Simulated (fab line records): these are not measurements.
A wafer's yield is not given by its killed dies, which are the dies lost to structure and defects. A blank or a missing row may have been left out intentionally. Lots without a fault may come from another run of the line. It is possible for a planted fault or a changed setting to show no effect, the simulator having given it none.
A lot that was struck, set against a sound lot || flow sky130 || 35 out of 708 route steps
Sound: these wafers, L728.1, L728.3, L728.6. Struck: wafer L734.1. (L734.2, L734.6 of the same lot were not struck and are left out.) The cause comes at the end.
Each step with rows lists, per side, the tool, then ch with its chambers, then its first start. Under that, the readings that differ: sound wafers || struck wafers || difference of the means || sigmas: that difference in standard deviations of wafers without a fault.
alike: readings whose means differ by less than 2 such deviations, and words and numbers that are the same on both sides. not compared: withheld readings, readings that some wafer has no value for, bounds like >300 that may hide the same value, and numbers for which the record gives no deviation and whose values overlap.
A row with sigmas, a row that says differs or no value, or rows on one side alone: a step with any of these is where the two part. When numbers do not overlap yet have no deviation, they are printed without sigmas and do not part them. Lack of a reading on every wafer of one side parts them only where that side has two or more wafers.

first, 10 steps without rows for these wafers: SKY_VIA1_ETCH_15 (etches SiO2 in C4F8/O2/Ar, stops on TiN, target depth 351 nm, time 54 s); SKY_VIA1_STRIP_16 (strips in O2/N2); SKY_VIA1_STRIP_17 (strips in post etch residue remover, time 1200 s); SKY_VIA1_CLEAN_18 (cleans in IPA, time 180 s); SKY_VIA1_CLEAN_19 (cleans in O3/DIW); SKY_VIA1_SPUTTER_20 (material TiN, target thk 20 nm, time 80 s); SKY_VIA1_CVD_21 (deposits W, target thk 270 nm, time 80.902 s); SKY_VIA1_CMP_24 (polishes, stops on SiO2, t overpolish 15 s, target thk 0 nm); SKY_METAL2_SPUTTER_00 (material Ti, target thk 15 nm, time 10 s); SKY_METAL2_SPUTTER_01 (material TiN, target thk 20 nm, time 16.7 s).
SKY_METAL2_SPUTTER_02: material AlCu, target thk 250 nm, time 13.3 s.
  sound on pvd-sputter-01 at day 36 10:27; struck on pvd-sputter-01 at day 38 06:30
  alike: throttle-valve-pct
then, 23 steps without rows for these wafers: SKY_METAL2_SPUTTER_03 (material Ti, target thk 5 nm, time 3.3 s); SKY_METAL2_SPUTTER_04 (material TiN, target thk 70 nm, time 58.3 s); SKY_METAL2_DEHYDRATE_07 (time 60 s); SKY_METAL2_HMDS_08 (prime time 60 s); SKY_METAL2_COAT_09 (resist thk 60 nm); SKY_METAL2_COAT_10 (resist thk 450 nm); SKY_METAL2_SOFTBAKE_11 (time 90 s); SKY_METAL2_EXPOSE_12 (exposes mask MM2, target cd 140 nm); SKY_METAL2_PEB_13; SKY_METAL2_DEVELOP_14 (develop time 60 s); SKY_METAL2_DESCUM_17 (chemistry O2, time 8 s); SKY_METAL2_ETCH_18 (etches BARC in N2/H2, stops on SiO2, time 45.9 s, target depth 60 nm); SKY_METAL2_METAL_ETCH_19 (etches the open film in Cl2/BCl3, stops on SiO2, target depth 360 nm, time 78 s); SKY_METAL2_STRIP_20 (strips in O2/N2); SKY_METAL2_STRIP_21 (strips in post etch residue remover, time 1200 s); SKY_METAL2_CLEAN_22 (cleans in IPA, time 180 s); SKY_METAL2_CLEAN_23 (cleans in O3/DIW); SKY_VIA2_HDPCVD_00 (deposits SiO2, target thk 1180 nm, time 196.7 s); SKY_VIA2_CMP_02 (polishes SiO2); SKY_VIA2_DEHYDRATE_04 (time 60 s); SKY_VIA2_HMDS_05 (prime time 60 s); SKY_VIA2_COAT_06 (resist thk 60 nm); SKY_VIA2_COAT_07 (resist thk 450 nm).
-- the record jumps here: 11 days lie between the struck wafers' starts before and after (it left off in module VIA2 and takes up again in module PAD_OPEN, whose first step shown is number 708 of the route) --
SKY_PAD_OPEN_PROBE_99:
  sound on prober-01 at day 47 15:14; struck on prober-01 at day 49 02:04
{"reading": "defect-limited-yield (%)", "sound": "81.1 82.1 83.7", "struck": 71.5, "difference": -10.8, "sigmas": -5}
{"reading": "killed_at_M0_to_M3", "sound": "47 36 32", "struck": 95, "difference": "+57", "sigmas": "+9"}
{"reading": "killed-at-other", "sound": "0 1 0", "struck": 2, "difference": "+2", "sigmas": "+3"}
{"reading": "killed-dies", "sound": "93 88 80", "struck": 140, "difference": "+53", "sigmas": "+6"}
{"reading": "sort_bin_3_pad_short (%)", "sound": "1.0 0.6 0.8", "struck": 4.9, "difference": "+4.1", "sigmas": "+11"}
{"reading": "sort_bin_5_function (%)", "sound": "12.8 9.6 9.3", "struck": 16.9, "difference": "+6.3", "sigmas": "+5"}
{"reading": "sort-n-pass", "sound": "399 404 412", "struck": 352, "difference": -53, "sigmas": -6}
{"reading": "sort-yield-pct (%)", "sound": "81.1 82.1 83.7", "struck": 71.5, "difference": -10.8, "sigmas": -5}
{"reading": "model.etest.tester.sort-n-pass", "sound": "399 404 412", "struck": 352, "difference": -53, "sigmas": ""}
{"reading": "model.etest.tester.sort-yield-pct (%)", "sound": "81.1 82.11 83.74", "struck": 71.54, "difference": -10.78, "sigmas": ""}
{"reading": "model.etest.tester.sort_bin_5_pct (%)", "sound": "12.8 9.553 9.35", "struck": 16.87, "difference": "+6.30", "sigmas": ""}
{"reading": "model.etest.tester.sort_bin_3_pct (%)", "sound": "1.016 0.6098 0.813", "struck": 4.878, "difference": "+4.065", "sigmas": ""}
  alike: killed_at_M4_up, killed-at-contacts, killed-at-front-end, killed-on-rim, killed-open, killed-short, sort_bin_6_memory

## WHERE THEY PART
At SKY_PAD_OPEN_PROBE_99 and nowhere else, as far as this record goes.

WHY: what the simulator had put in
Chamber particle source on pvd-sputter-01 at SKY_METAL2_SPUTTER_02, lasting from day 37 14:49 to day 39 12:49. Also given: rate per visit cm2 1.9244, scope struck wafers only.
